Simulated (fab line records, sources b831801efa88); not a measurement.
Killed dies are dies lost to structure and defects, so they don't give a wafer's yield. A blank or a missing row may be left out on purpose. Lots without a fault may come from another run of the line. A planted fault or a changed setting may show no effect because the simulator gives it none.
fab line records | flow sky130
record lots=24 wafers=72 last_day=50
route steps=708 shown VIA2@529 METAL4@634 METAL5@675 PASSIVATION@683 PAD_OPEN@701
lots that met no fault: from a run of the same line without faults
start_h: hours from the record's first day to the start of the lot's first wafer shown | wait_h: hours since the lot's step before | " the same as in the row above | L1.1+2: a row that stands for several wafers | - no value, or no start given | * or withheld: withheld | < > ~ a bound
route shown NAME@n: a module of which the file shows steps, and the number in the route of the first | usual: mean/standard deviation of fault-free wafers | same: alike in all rows | chamber/n: place in a boat | sites: the reading at each site | _std_site: their standard deviation | _edge_site: outer sites' mean less inner sites' | radius_mm: how far each site lies from the wafer's centre | mask NAME#n: copy n | behind: the tool/chamber that last shaped the wafer | hold: why the lot was held/for how many hours/how that ended | device: the transistor (n, p or np) that didn't switch | end of line: the same wafers' tests at the end of the route | a step without rows: its recipe alone | killed: dies lost to structure and defects at the first sort, not the wafer's yield | map: a wafer's dies, x killed, . not, _ none there
set.NAME: the setting as run; set.NAME@STEP: as run at that earlier step | model.NAME: the simulator's own value behind a step, which no gauge read
steps of the route over a sample of lots; a table a step, a row a wafer
services: from which hour (start_h, from the record's first day; less than 0 if before it) a tool's chamber was out of use, for how many hours, and why
## steps
# step SKY_VIA2_RS_MEAS_22
# recipe thk_meas_gauge=four-point-probe reads=W_of_VIA2_CVD_21+TiN_of_VIA2_SPUTTER_20
# usual VIA2_W_RS=0.273/0.0039
# columns lot.wafer tool chamber start_h wait_h VIA2_W_RS[ohm/sq]
L074.1 film_metro-02 - 846.01 0.1 0.269
L074.3 " - " " 0.275
L074.4 " - " " 0.266
L075.4 film_metro-02 - 847.58 0.1 0.271
L075.5 " - " " 0.275
L075.6 " - " " 0.270
L076.3 film_metro-01 - 867.50 0.1 0.269
L076.5 " - " " 0.278
L076.6 " - " " 0.267
L077.1 film_metro-01 - 869.60 0.1 0.277
L077.5 " - " " 0.271
L077.6 " - " " 0.272
L078.2 film_metro-04 - 890.45 0.1 0.268
L078.3 " - " " 0.277
L078.5 " - " " 0.279
L079.1 film_metro-01 - 893.04 0.1 0.276
L079.2 " - " " 0.277
L079.6 " - " " 0.277
L080.1 film_metro-01 - 896.73 0.1 0.276
L080.3 " - " " 0.273
L080.4 " - " " 0.278
L081.1 film_metro-01 - 902.44 0.1 0.277
L081.3 " - " " 0.267
L081.4 " - " " 0.278
L082.3 film_metro-01 - 913.82 0.1 0.279
L082.5 " - " " 0.277
L082.6 " - " " 0.276
L083.2 film_metro-01 - 926.63 0.1 0.276
L083.3 " - " " 0.278
L083.4 " - " " 0.274
L085.2 film_metro-02 - 933.62 0.1 0.273
L085.3 " - " " 0.273
L085.4 " - " " 0.275
L084.2 film_metro-04 - 933.86 0.1 0.268
L084.4 " - " " 0.262
L084.5 " - " " 0.266
L086.2 film_metro-04 - 935.41 0.1 0.278
L086.4 " - " " 0.280
L086.5 " - " " 0.276
L087.1 film_metro-01 - 951.41 0.1 0.269
L087.3 " - " " 0.275
L087.5 " - " " 0.268
L088.3 film_metro-02 - 957.78 0.1 0.275
L088.4 " - " " 0.278
L088.5 " - " " 0.275
L089.1 film_metro-04 - 963.88 0.1 0.267
L089.2 " - " " 0.273
L089.4 " - " " 0.266
L090.2 film_metro-04 - 970.54 0.1 0.271
L090.3 " - " " 0.276
L090.6 " - " " 0.276
L091.1 film_metro-04 - 977.10 0.2 0.279
L091.4 " - " " 0.278
L091.5 " - " " 0.278
L092.3 film_metro-04 - 982.11 0.1 0.270
L092.4 " - " " 0.273
L092.5 " - " " 0.273
L093.1 film_metro-04 - 984.59 0.2 0.273
L093.2 " - " " 0.270
L093.5 " - " " 0.273
L094.1 film_metro-01 - 988.36 0.1 0.272
L094.5 " - " " 0.272
L094.6 " - " " 0.275
L095.1 film_metro-02 - 991.76 0.1 0.278
L095.3 " - " " 0.274
L095.4 " - " " 0.270
L096.1 film_metro-02 - 1004.59 0.1 0.274
L096.2 " - " " 0.272
L096.5 " - " " 0.276
L097.2 film_metro-01 - 1018.15 0.1 0.268
L097.4 " - " " 0.265
L097.6 " - " " 0.270
# step SKY_METAL4_METAL_ETCH_18
# recipe target_depth_a=8450 stop_on=SiO2 over_etch_frac=0.3 time_s=183.1 chemistry=Cl2/BCl3 resist_sidewall_deg=88 pressure_mtorr=10 icp_w=900 bias_w=48.5 Cl2_flow_sccm=60 bcl3_flow_sccm=30
# usual drypump_motor_current_A=6.0/0.5 oes_product_au=0.866/0.0065 rf_fwd_power_W=896.9/3 throttle_valve_pct=22.264/0.0079
# same over_etch_frac=0.3
# columns lot.wafer tool chamber start_h wait_h drypump_motor_current_A oes_product_au rf_fwd_power_W rf_hours_counter_h throttle_valve_pct
L074.1 rie_metal-01 0 977.44 0.0 6.1 0.874 900.8 8 22.261
L074.3 " 0 " " 6.1 0.866 897.5 - 22.264
L074.4 " 1 " " 6.0 0.869 892.4 - 22.262
L075.4 rie_metal-04 0 977.98 0.1 6.6 0.864 897.3 - 22.269
L075.5 " 0 " " 6.6 0.854 892.3 - 22.260
L075.6 " 1 " " 6.0 0.863 897.7 - 22.252
L076.3 rie_metal-01 1 995.55 0.1 6.0 0.871 901.1 - 22.262
L076.5 " 0 " " 6.1 0.870 894.9 - 22.281
L076.6 " 1 " " 6.0 0.865 901.6 - 22.264
L077.1 rie_metal-01 1 998.04 0.0 6.0 0.860 896.1 7 22.272
L077.5 " 1 " " 6.0 0.877 896.8 - 22.263
L077.6 " 0 " " 6.1 0.878 894.4 - 22.272
L078.2 rie_metal-04 0 1016.74 0.0 6.6 0.848 897.3 17 22.257
L078.3 " 1 " " 6.0 0.867 894.2 - 22.262
L078.5 " 1 " " 6.0 0.857 898.1 - 22.276
L079.1 rie_metal-04 0 1017.99 0.0 6.6 0.877 895.7 17 22.276
L079.2 " 1 " " 6.0 0.867 896.2 10 22.251
L079.6 " 1 " " 6.0 0.866 897.1 - 22.268
L080.1 rie_metal-01 1 1021.99 0.0 6.0 0.870 899.9 8 22.258
L080.3 " 0 " " 6.1 0.869 899.3 - 22.263
L080.4 " 1 " " 6.0 0.867 898.6 - 22.260
L081.1 rie_metal-01 1 1026.99 0.0 6.0 0.860 899.0 8 22.270
L081.3 " 0 " " 6.1 0.863 899.7 - 22.257
L081.4 " 1 " " 6.0 0.863 896.6 - 22.263
L082.3 rie_metal-01 1 1036.18 0.1 6.0 0.860 902.8 - 22.257
L082.5 " 1 " " 6.0 0.862 896.7 - 22.259
L082.6 " 0 " " 6.1 0.870 898.4 - 22.257
L083.2 rie_metal-01 0 1050.42 0.0 6.1 0.863 902.9 13 22.252
L083.3 " 0 " " 6.1 0.858 894.2 - 22.261
L083.4 " 1 " " 6.0 0.873 895.3 - 22.257
L085.2 rie_metal-02 0 1055.69 0.0 5.0 0.858 899.4 12 22.264
L085.3 " 1 " " 6.6 0.870 896.5 - 22.266
L085.4 " 0 " " 5.0 0.867 899.7 - 22.267
L084.2 rie_metal-01 1 1056.57 0.0 6.0 0.866 898.7 11 22.260
L084.4 " 1 " " 6.0 0.864 897.4 - 22.274
L084.5 " 1 " " 6.0 0.871 897.9 - 22.268
L086.2 rie_metal-02 1 1056.92 0.0 6.6 0.862 896.0 16 22.267
L086.4 " 1 " " 6.6 0.871 901.7 - 22.268
L086.5 " 0 " " 5.0 0.874 895.3 - 22.251
L087.1 rie_metal-02 1 1069.59 0.0 6.6 0.859 895.2 17 22.256
L087.3 " 0 " " 5.0 0.861 897.3 - 22.290
L087.5 " 1 " " 6.6 0.861 891.9 - 22.274
L088.3 rie_metal-01 1 1075.78 0.1 6.0 0.873 897.7 - 22.272
L088.4 " 0 " " 6.0 0.868 900.8 - 22.274
L088.5 " 0 " " 6.1 0.865 898.6 - 22.267
L089.1 rie_metal-04 1 1081.44 0.0 6.0 0.863 894.4 14 22.255
L089.2 " 0 " " 6.6 0.862 898.6 22 22.267
L089.4 " 0 " " 6.6 0.868 900.6 - 22.263
L090.2 rie_metal-02 0 1087.89 0.0 5.0 0.865 896.0 14 22.268
L090.3 " 0 " " 5.0 0.873 896.8 - 22.265
L090.6 " 1 " " 6.6 0.858 894.4 - 22.262
L091.1 rie_metal-04 1 1092.79 0.0 6.0 0.861 896.2 15 22.273
L091.4 " 1 " " 6.0 0.872 894.6 - 22.262
L091.5 " 1 " " 6.0 0.857 900.4 - 22.259
L092.3 rie_metal-01 0 1098.10 0.1 6.1 0.868 893.4 - 22.254
L092.4 " 1 " " 6.0 0.872 898.8 - 22.256
L092.5 " 1 " " 6.0 0.879 902.1 - 22.251
L093.1 rie_metal-04 1 1100.29 0.0 6.0 0.866 897.5 16 22.257
L093.2 " 0 " " 6.6 0.876 901.1 23 22.271
L093.5 " 0 " " 6.6 0.858 895.3 - 22.268
L094.1 rie_metal-02 0 1102.57 0.0 5.0 0.874 894.2 16 22.275
L094.5 " 1 " " 6.6 0.873 893.5 - 22.266
L094.6 " 0 " " 5.0 0.857 891.8 - 22.249
L095.1 rie_metal-02 0 1105.58 0.0 5.0 0.867 896.8 16 22.282
L095.3 " 0 " " 5.0 0.865 893.7 - 22.263
L095.4 " 1 " " 6.6 0.875 890.4 - 22.269
L096.1 rie_metal-01 1 1116.49 0.0 6.0 0.872 901.3 15 22.273
L096.2 " 0 " " 6.1 0.874 894.2 18 22.274
L096.5 " 0 " " 6.1 0.872 897.9 - 22.273
L097.2 rie_metal-02 1 1127.89 0.0 6.6 0.859 893.4 22 22.286
L097.4 " 1 " " 6.6 0.867 891.2 - 22.260
L097.6 " 1 " " 6.6 0.858 893.0 - 22.278
# step SKY_METAL5_DESCUM_14
# recipe chemistry=O2 source_power_w=150 bias_power_w=0 pressure_mtorr=10 temp_c=40 time_s=11
# usual drypump_motor_current_A=6.1/0.55 oes_product_au=1.000/0.011 rf_fwd_power_W=147.1/0.6
# columns lot.wafer tool chamber start_h wait_h drypump_motor_current_A oes_product_au rf_fwd_power_W rf_hours_counter_h
L074.1 rie_metal-03 1 1026.16 0.1 6.2 1.012 147.1 20
L074.3 " 0 " " 6.0 1.005 146.9 -
L074.4 " 1 " " 6.2 1.012 147.2 -
L075.4 rie_metal-02 0 1026.83 0.1 5.0 0.998 147.8 -
L075.5 " 1 " " 6.6 0.992 147.5 -
L075.6 " 0 " " 5.0 1.007 146.9 -
L076.3 rie_metal-04 1 1042.79 0.1 6.0 0.995 148.0 -
L076.5 " 0 " " 6.6 1.007 147.1 -
L076.6 " 1 " " 6.0 0.988 147.5 -
L077.1 rie_metal-03 1 1045.15 0.1 6.2 1.027 146.8 21
L077.5 " 0 " " 6.1 1.014 146.2 -
L077.6 " 1 " " 6.2 1.024 147.4 -
L078.2 rie_metal-04 0 1062.85 0.1 6.6 0.996 147.5 20
L078.3 " 0 " " 6.6 1.003 147.7 -
L078.5 " 1 " " 6.0 1.011 148.1 -
L079.1 rie_metal-04 0 1064.23 0.1 6.6 0.999 148.2 20
L079.2 " 1 " " 6.0 0.999 147.9 13
L079.6 " 1 " " 6.0 1.003 148.1 -
L080.1 rie_metal-04 0 1069.15 0.1 6.6 1.005 148.0 21
L080.3 " 0 " " 6.6 1.012 147.9 -
L080.4 " 1 " " 6.0 1.000 147.6 -
L081.1 rie_metal-02 0 1073.07 0.1 5.0 1.000 146.9 13
L081.3 " 0 " " 5.0 0.989 147.6 -
L081.4 " 1 " " 6.6 0.991 146.7 -
L082.3 rie_metal-03 0 1081.44 0.1 6.0 1.000 147.5 -
L082.5 " 1 " " 6.3 1.019 147.3 -
L082.6 " 0 " " 6.0 0.999 147.0 -
L083.2 rie_metal-04 1 1094.88 0.1 6.0 0.994 147.7 15
L083.3 " 1 " " 6.0 0.994 147.2 -
L083.4 " 0 " " 6.6 1.000 147.3 -
L085.2 rie_metal-02 0 1099.60 0.1 5.0 1.006 146.2 15
L085.3 " 1 " " 6.6 0.990 146.6 -
L085.4 " 0 " " 5.0 1.011 146.7 -
L084.2 rie_metal-04 1 1101.05 0.1 6.0 0.999 148.1 16
L084.4 " 1 " " 6.0 0.989 147.1 -
L084.5 " 1 " " 6.0 0.993 147.9 -
L086.2 rie_metal-02 1 1101.32 0.1 6.6 0.985 146.6 19
L086.4 " 0 " " 5.0 1.005 146.4 -
L086.5 " 1 " " 6.6 0.991 146.4 -
L087.1 rie_metal-02 0 1113.03 0.1 5.0 0.987 146.8 17
L087.3 " 0 " " 5.0 0.989 147.4 -
L087.5 " 0 " " 5.0 0.994 146.7 -
L088.3 rie_metal-02 1 1119.41 0.1 6.6 0.987 145.8 -
L088.4 " 0 " " 5.0 0.985 147.3 -
L088.5 " 0 " " 5.0 0.995 147.9 -
L089.1 rie_metal-03 1 1125.03 0.1 6.2 1.005 147.9 0
L089.2 " 0 " " 6.0 0.985 146.7 9
L089.4 " 0 " " 6.0 0.993 147.4 -
L090.2 rie_metal-03 1 1130.53 0.1 6.2 1.015 146.9 1
L090.3 " 1 " " 6.3 1.011 147.2 -
L090.6 " 0 " " 6.0 1.016 147.3 -
L091.1 rie_metal-03 0 1133.92 0.1 6.0 1.007 147.2 10
L091.4 " 1 " " 6.3 1.006 146.9 -
L091.5 " 1 " " 6.3 1.021 147.1 -
L092.3 rie_metal-04 0 1139.44 0.1 6.6 1.003 147.0 -
L092.4 " 1 " " 6.0 1.002 146.9 -
L092.5 " 0 " " 6.6 1.009 147.0 -
L093.1 rie_metal-02 1 1142.40 0.1 6.6 0.996 146.4 24
L093.2 " 0 " " 5.0 0.988 146.6 20
L093.5 " 1 " " 6.6 0.984 145.6 -
L094.1 rie_metal-03 0 1144.00 0.1 6.1 1.001 147.3 11
L094.5 " 1 " " 6.2 1.016 147.1 -
L094.6 " 0 " " 6.1 0.995 147.2 -
L095.1 rie_metal-04 0 1147.02 0.1 6.6 1.017 148.1 27
L095.3 " 0 " " 6.6 1.012 147.5 -
L095.4 " 1 " " 6.0 0.997 147.5 -
L096.1 rie_metal-04 0 1156.40 0.1 6.6 1.020 146.7 28
L096.2 " 1 " " 6.0 0.991 147.6 20
L096.5 " 1 " " 6.0 0.997 147.6 -
L097.2 rie_metal-02 1 1166.90 0.1 6.6 0.985 146.7 26
L097.4 " 1 " " 6.6 0.988 146.0 -
L097.6 " 1 " " 6.6 0.990 146.1 -
# step SKY_PASSIVATION_CVD_02
# recipe material=Si3N4 target_thk_nm=540 temp_c=400 time_s=withheld rf_w=450
# usual heater_power_outer_w=418/58 heater_power_w=704/80 rf_fwd_power_W=449.1/1.3
# columns lot.wafer tool chamber start_h wait_h heater_power_outer_w heater_power_w rf_fwd_power_W
L074.1 pecvd-01 0 1027.20 0.1 408 677 448.1
L074.3 " 2 " " 466 787 448.8
L074.4 " 0 " " 434 710 448.2
L075.4 pecvd-04 0 1028.06 0.1 390 698 448.9
L075.5 " 1 " " 433 700 452.3
L075.6 " 2 " " 374 607 450.0
L076.3 pecvd-04 2 1043.75 0.0 432 681 446.8
L076.5 " 1 " " 409 674 450.5
L076.6 " 2 " " 329 562 449.9
L077.1 pecvd-02 2 1046.18 0.1 481 793 446.8
L077.5 " 2 " " 493 837 445.4
L077.6 " 0 " " 470 774 449.2
L078.2 pecvd-02 1 1063.86 0.0 396 705 450.9
L078.3 " 0 " " 447 742 449.8
L078.5 " 2 " " 452 801 449.6
L079.1 pecvd-01 2 1065.26 0.1 481 763 449.1
L079.2 " 1 " " 333 585 449.2
L079.6 " 2 " " 367 637 448.7
L080.1 pecvd-02 0 1070.15 0.1 488 759 448.7
L080.3 " 2 " " 435 761 448.4
L080.4 " 0 " " 491 810 448.5
L081.1 pecvd-04 0 1074.01 0.1 386 656 447.8
L081.3 " 2 " " 408 638 450.6
L081.4 " 0 " " 402 699 448.2
L082.3 pecvd-04 0 1082.42 0.0 340 602 448.7
L082.5 " 1 " " 428 713 450.0
L082.6 " 0 " " 366 643 449.0
L083.2 pecvd-02 0 1095.83 0.0 477 785 448.6
L083.3 " 1 " " 459 766 450.1
L083.4 " 2 " " 460 813 447.9
L085.2 pecvd-01 2 1100.55 0.0 408 706 448.1
L085.3 " 1 " " 322 598 448.1
L085.4 " 2 " " 448 728 447.7
L084.2 pecvd-02 2 1102.19 0.0 502 849 449.7
L084.4 " 0 " " 499 816 446.7
L084.5 " 1 " " 414 724 449.2
L086.2 pecvd-04 1 1102.34 0.0 373 628 447.6
L086.4 " 1 " " 399 680 447.1
L086.5 " 0 " " 376 658 451.0
L087.1 pecvd-01 0 1114.01 0.1 512 812 449.8
L087.3 " 1 " " 283 533 447.2
L087.5 " 0 " " 396 675 448.2
L088.3 pecvd-01 2 1120.34 0.0 485 790 448.1
L088.4 " 0 " " 500 785 450.9
L088.5 " 1 " " 315 562 447.5
L089.1 pecvd-01 1 1125.97 0.1 337 590 449.3
L089.2 " 0 " " 490 788 452.1
L089.4 " 2 " " 459 761 447.3
L090.2 pecvd-01 1 1131.47 0.0 342 624 448.6
L090.3 " 0 " " 474 775 448.4
L090.6 " 1 " " 247 493 449.3
L091.1 pecvd-02 2 1134.86 0.1 410 740 451.6
L091.4 " 2 " " 437 750 450.5
L091.5 " 1 " " 450 762 449.4
L092.3 pecvd-04 0 1140.37 0.0 359 651 449.8
L092.4 " 1 " " 411 697 450.5
L092.5 " 2 " " 420 689 449.9
L093.1 pecvd-04 2 1143.34 0.1 418 684 450.0
L093.2 " 0 " " 405 711 450.7
L093.5 " 2 " " 428 674 447.5
L094.1 pecvd-02 2 1144.95 0.1 454 790 450.5
L094.5 " 2 " " 483 818 450.3
L094.6 " 0 " " 502 806 448.5
L095.1 pecvd-02 2 1148.10 0.1 474 818 449.2
L095.3 " 0 " " 479 756 448.8
L095.4 " 2 " " 500 852 448.5
L096.1 pecvd-01 0 1157.35 0.1 507 820 448.8
L096.2 " 1 " " 278 512 449.0
L096.5 " 2 " " 466 774 450.7
L097.2 pecvd-01 0 1167.84 0.0 478 784 449.5
L097.4 " 2 " " 432 740 449.1
L097.6 " 0 " " 501 798 448.8
# step SKY_PASSIVATION_ETCH_11
# recipe chemistry=CF4/O2 target_depth_nm=725 stop_on=AlCu source_w=800 bias_w=145.2 pressure_mtorr=150 cf4_flow_sccm=80 O2_flow_sccm=10 time_s=161.1
# usual drypump_motor_current_A=5.7/0.49 oes_product_au=0.976/0.0064 rf_fwd_power_W=796.8/2.4 throttle_valve_pct=5.965/0.0085
# columns lot.wafer tool chamber start_h wait_h drypump_motor_current_A oes_product_au rf_fwd_power_W rf_hours_counter_h throttle_valve_pct
L074.1 rie_diel-02 1 1049.60 - 6.2 0.976 795.4 24 5.961
L074.3 " 0 " " 5.3 0.976 793.5 11 5.963
L074.4 " 2 " " 5.8 0.984 796.9 19 5.968
L075.4 rie_diel-04 3 1049.95 - 5.5 0.980 793.8 9 5.956
L075.5 " 1 " " 5.6 0.995 799.7 - 5.973
L075.6 " 2 " " 5.7 0.984 793.8 - 5.966
L076.3 rie_diel-01 3 1065.40 - 5.7 0.961 793.9 14 5.973
L076.5 " 1 " " 5.1 0.981 792.0 - 5.962
L076.6 " 2 " " 4.8 0.986 794.9 - 5.966
L077.1 rie_diel-04 0 1067.68 - 6.7 0.977 798.1 25 5.964
L077.5 " 0 " " 6.7 0.975 796.6 - 5.967
L077.6 " 1 " " 5.6 0.970 799.5 - 5.976
L078.2 rie_diel-01 0 1084.63 - 5.6 0.979 795.4 7 5.965
L078.3 " 3 " " 5.7 0.968 792.7 14 5.964
L078.5 " 0 " " 5.7 0.982 796.4 - 5.965
L079.1 rie_diel-02 1 1086.20 - 6.2 0.971 800.0 26 5.956
L079.2 " 0 " " 5.3 0.980 795.2 12 5.961
L079.6 " 1 " " 6.2 0.972 797.0 - 5.982
L080.1 rie_diel-04 1 1091.15 - 5.6 0.978 797.7 7 5.964
L080.3 " 0 " " 6.7 0.968 798.7 26 5.951
L080.4 " 1 " " 5.6 0.985 794.7 - 5.968
L081.1 rie_diel-01 2 1094.58 - 4.9 0.983 794.7 15 5.956
L081.3 " 0 " " 5.7 0.979 796.1 7 5.964
L081.4 " 1 " " 5.1 0.977 793.9 15 5.985
L082.3 rie_diel-01 0 1102.50 - 5.7 0.976 798.1 7 5.964
L082.5 " 0 " " 5.7 0.988 795.4 - 5.942
L082.6 " 1 " " 5.1 0.976 794.4 - 5.959
L083.2 rie_diel-02 3 1115.80 - 5.8 0.972 802.4 27 5.946
L083.3 " 1 " " 6.2 0.966 799.7 27 5.970
L083.4 " 2 " " 5.8 0.977 798.7 - 5.963
L085.2 rie_diel-04 1 1120.55 - 5.6 0.976 800.0 8 5.958
L085.3 " 1 " " 5.6 0.972 799.0 - 5.955
L085.4 " 0 " " 6.6 0.979 798.4 - 5.978
L084.2 rie_diel-02 2 1122.39 - 5.8 0.965 797.4 22 5.980
L084.4 " 1 " " 6.2 0.982 797.9 27 5.957
L084.5 " 3 " " 5.8 0.979 798.2 - 5.963
L086.2 rie_diel-04 1 1122.74 - 5.7 0.970 797.7 9 5.965
L086.4 " 1 " " 5.6 0.968 795.4 - 5.961
L086.5 " 0 " " 6.7 0.982 795.4 - 5.976
L087.1 rie_diel-04 1 1133.38 - 5.6 0.975 794.9 10 5.965
L087.3 " 0 " " 6.7 0.982 798.7 28 5.974
L087.5 " 3 " " 5.6 0.979 799.7 - 5.974
L088.3 rie_diel-01 0 1139.19 - 5.7 0.977 799.0 9 5.952
L088.4 " 3 " " 5.8 0.965 793.5 16 5.973
L088.5 " 3 " " 5.7 0.971 792.0 - 5.969
L089.1 rie_diel-04 0 1145.00 - 6.7 0.980 797.7 29 5.955
L089.2 " 2 " " 5.7 0.978 798.6 21 5.964
L089.4 " 3 " " 5.6 0.974 797.6 11 5.974
L090.2 rie_diel-04 2 1150.33 - 5.7 0.976 798.9 22 5.982
L090.3 " 3 " " 5.6 0.971 799.1 11 5.981
L090.6 " 2 " " 5.7 0.972 798.1 - 5.973
L091.1 rie_diel-04 1 1153.24 - 5.6 0.972 799.7 10 5.950
L091.4 " 2 " " 5.7 0.978 798.3 22 5.950
L091.5 " 3 " " 5.6 0.974 796.5 - 5.964
L092.3 rie_diel-04 0 1158.64 - 6.7 0.970 794.8 30 5.961
L092.4 " 2 " " 5.7 0.973 800.3 22 5.977
L092.5 " 0 " " 6.7 0.980 792.7 - 5.963
L093.1 rie_diel-01 3 1160.95 - 5.8 0.970 795.1 17 5.962
L093.2 " 2 " " 4.9 0.975 799.6 18 5.963
L093.5 " 1 " " 5.1 0.975 798.6 - 5.962
L094.1 rie_diel-02 3 1163.64 - 5.8 0.977 799.9 29 5.964
L094.5 " 0 " " 5.3 0.977 795.9 - 5.968
L094.6 " 1 " " 6.2 0.978 794.0 - 5.954
L095.1 rie_diel-01 2 1166.13 - 4.9 0.977 799.6 18 5.966
L095.3 " 1 " " 5.2 0.973 796.0 18 5.958
L095.4 " 0 " " 5.7 0.974 796.8 10 5.960
L096.1 rie_diel-01 0 1174.40 - 5.7 0.972 797.8 10 5.957
L096.2 " 2 " " 4.8 0.971 793.9 18 5.953
L096.5 " 1 " " 5.2 0.991 792.0 - 5.983
L097.2 rie_diel-04 3 1184.95 - 5.5 0.974 798.9 12 5.943
L097.4 " 3 " " 5.5 0.976 797.8 - 5.971
L097.6 " 0 " " 6.7 0.981 797.3 - 5.969
# step SKY_PAD_OPEN_ETCH_07
# recipe chemistry=CF4/O2 target_depth_nm=725 stop_on=AlCu source_w=800 bias_w=150 pressure_mtorr=150 cf4_flow_sccm=80 O2_flow_sccm=10 time_s=161.1
# usual drypump_motor_current_A=5.9/0.48 oes_product_au=0.977/0.0065 rf_fwd_power_W=797.1/2.8 throttle_valve_pct=5.965/0.0094
# columns lot.wafer tool chamber start_h wait_h drypump_motor_current_A oes_product_au rf_fwd_power_W rf_hours_counter_h throttle_valve_pct
L074.1 rie_diel-02 3 1070.71 - 5.8 0.973 798.7 26 5.960
L074.3 " 1 " " 6.2 0.978 798.6 25 5.960
L074.4 " 2 " " 5.8 0.988 798.2 20 5.971
L075.4 rie_diel-03 1 1071.06 - 6.5 0.978 800.4 13 5.955
L075.5 " 1 " " 6.5 0.981 796.7 - 5.955
L075.6 " 0 " " 5.1 0.974 798.0 - 5.974
L076.3 rie_diel-03 3 1086.06 - 5.9 0.973 798.0 29 5.955
L076.5 " 0 " " 5.1 0.977 793.6 - 5.961
L076.6 " 1 " " 6.4 0.980 804.0 - 5.982
L077.1 rie_diel-02 2 1088.74 - 5.8 0.979 799.3 21 5.959
L077.5 " 2 " " 5.8 0.992 794.5 - 5.977
L077.6 " 1 " " 6.2 0.989 797.6 - 5.953
L078.2 rie_diel-04 0 1104.84 - 6.7 0.973 799.3 26 5.943
L078.3 " 1 " " 5.7 0.969 800.7 7 5.983
L078.5 " 2 " " 5.7 0.984 799.6 - 5.966
L079.1 rie_diel-03 0 1106.57 - 5.0 0.970 795.5 22 5.971
L079.2 " 1 " " 6.5 0.974 793.6 15 5.965
L079.6 " 1 " " 6.5 0.978 795.5 - 5.954
L080.1 rie_diel-02 1 1110.89 - 6.2 0.979 796.1 27 5.969
L080.3 " 0 " " 5.3 0.969 795.0 13 5.988
L080.4 " 3 " " 5.8 0.993 802.0 27 5.965
L081.1 rie_diel-02 1 1114.39 - 6.2 0.977 798.4 27 5.981
L081.3 " 2 " " 5.8 0.971 801.2 22 5.982
L081.4 " 2 " " 5.8 0.987 800.8 - 5.958
L082.3 rie_diel-03 0 1123.07 - 5.1 0.975 801.0 23 5.963
L082.5 " 2 " " 6.2 0.982 798.8 - 5.951
L082.6 " 0 " " 5.1 0.982 797.1 - 5.963
L083.2 rie_diel-04 0 1135.13 - 6.7 0.974 795.8 29 5.958
L083.3 " 1 " " 5.6 0.974 790.8 10 5.953
L083.4 " 1 " " 5.7 0.979 789.8 - 5.968
L085.2 rie_diel-04 1 1139.78 - 5.6 0.971 796.6 10 5.962
L085.3 " 2 " " 5.7 0.973 798.0 21 5.967
L085.4 " 3 " " 5.6 0.985 794.4 10 5.961
L084.2 rie_diel-04 0 1141.62 - 6.7 0.973 793.0 29 5.949
L084.4 " 2 " " 5.7 0.981 796.8 21 5.940
L084.5 " 1 " " 5.6 0.979 797.2 - 5.955
L086.2 rie_diel-02 1 1141.97 - 6.2 0.977 798.4 28 5.969
L086.4 " 0 " " 5.3 0.978 792.5 14 5.966
L086.5 " 2 " " 5.8 0.986 798.8 - 5.965
L087.1 rie_diel-02 3 1151.99 - 5.8 0.972 796.7 29 5.960
L087.3 " 2 " " 5.8 0.977 794.9 23 5.960
L087.5 " 2 " " 5.8 0.973 797.8 - 5.967
L088.3 rie_diel-03 0 1157.49 - 5.1 0.977 794.6 24 5.964
L088.4 " 0 " " 5.1 0.973 797.5 - 5.983
L088.5 " 2 " " 6.2 0.980 798.0 - 5.965
L089.1 rie_diel-03 0 1162.94 - 5.1 0.968 800.7 24 5.968
L089.2 " 2 " " 6.2 0.963 794.8 18 5.952
L089.4 " 1 " " 6.4 0.975 798.6 - 5.965
L090.2 rie_diel-03 0 1168.19 - 5.1 0.981 795.4 25 5.963
L090.3 " 2 " " 6.2 0.981 795.8 18 5.959
L090.6 " 0 " " 5.1 0.982 796.2 - 5.965
L091.1 rie_diel-04 0 1170.94 - 6.7 0.964 797.8 30 5.964
L091.4 " 3 " " 5.6 0.973 797.6 12 5.979
L091.5 " 2 " " 5.7 0.970 792.6 - 5.962
L092.3 rie_diel-02 1 1175.63 - 6.2 0.970 800.0 29 5.971
L092.4 " 2 " " 5.8 0.974 792.0 24 5.992
L092.5 " 2 " " 5.8 0.972 793.9 - 5.959
L093.1 rie_diel-02 2 1177.74 - 5.8 0.975 794.4 25 5.967
L093.2 " 3 " " 5.8 0.983 795.8 30 5.978
L093.5 " 0 " " 5.3 0.978 798.1 - 5.956
L094.1 rie_diel-02 2 1180.28 - 5.8 0.978 801.1 25 5.963
L094.5 " 1 " " 6.2 0.974 797.3 - 5.972
L094.6 " 2 " " 5.8 0.984 798.2 - 5.971
L095.1 rie_diel-04 1 1182.24 - 5.6 0.972 794.3 12 5.967
L095.3 " 0 " " 6.7 0.976 790.4 30 5.951
L095.4 " 0 " " 6.7 0.974 790.7 - 5.956
L096.1 rie_diel-04 2 1190.13 - 5.7 0.970 797.4 23 5.983
L096.2 " 3 " " 5.6 0.982 798.1 13 5.966
L096.5 " 0 " " 6.7 0.999 792.7 - 5.968
L097.2 rie_diel-04 0 1199.04 - 6.7 0.975 792.3 31 5.979
L097.4 " 2 " " 5.7 0.974 800.1 23 5.954
L097.6 " 1 " " 5.6 0.979 799.7 - 5.959
## services
# columns tool chamber start_h hours kind
rie_diel-04 - 967.47 0.3 repair
rie_diel-04 1 970.01 1.6 repair
rie_metal-02 0 972.21 8.2 repair
pecvd-01 - 977.33 2.8 pm
rie_diel-02 3 978.28 16.7 repair
rie_metal-04 - 982.14 1.2 repair
rie_diel-04 - 1003.82 10.0 pm
rie_diel-04 - 1032.15 2.8 pm
rie_diel-02 3 1033.67 1.3 repair
rie_metal-01 - 1057.53 0.8 repair
pecvd-01 - 1069.02 1.6 repair
rie_diel-04 3 1084.48 41.1 repair
pecvd-01 - 1088.56 6.0 pm
rie_diel-02 0 1105.71 1.2 repair
rie_diel-04 2 1110.33 9.2 repair
rie_diel-02 0 1114.00 7.3 repair
rie_metal-01 - 1118.71 1.1 repair
rie_diel-04 2 1120.44 19.3 repair
rie_diel-02 0 1154.86 2.5 repair
rie_diel-02 - 1164.01 0.5 repair
pecvd-01 - 1169.21 14.6 pm
rie_diel-04 2 1178.31 7.3 repair
rie_metal-02 - 1184.74 2.8 pm
rie_diel-02 1 1189.30 10.5 repair
## key
fault none
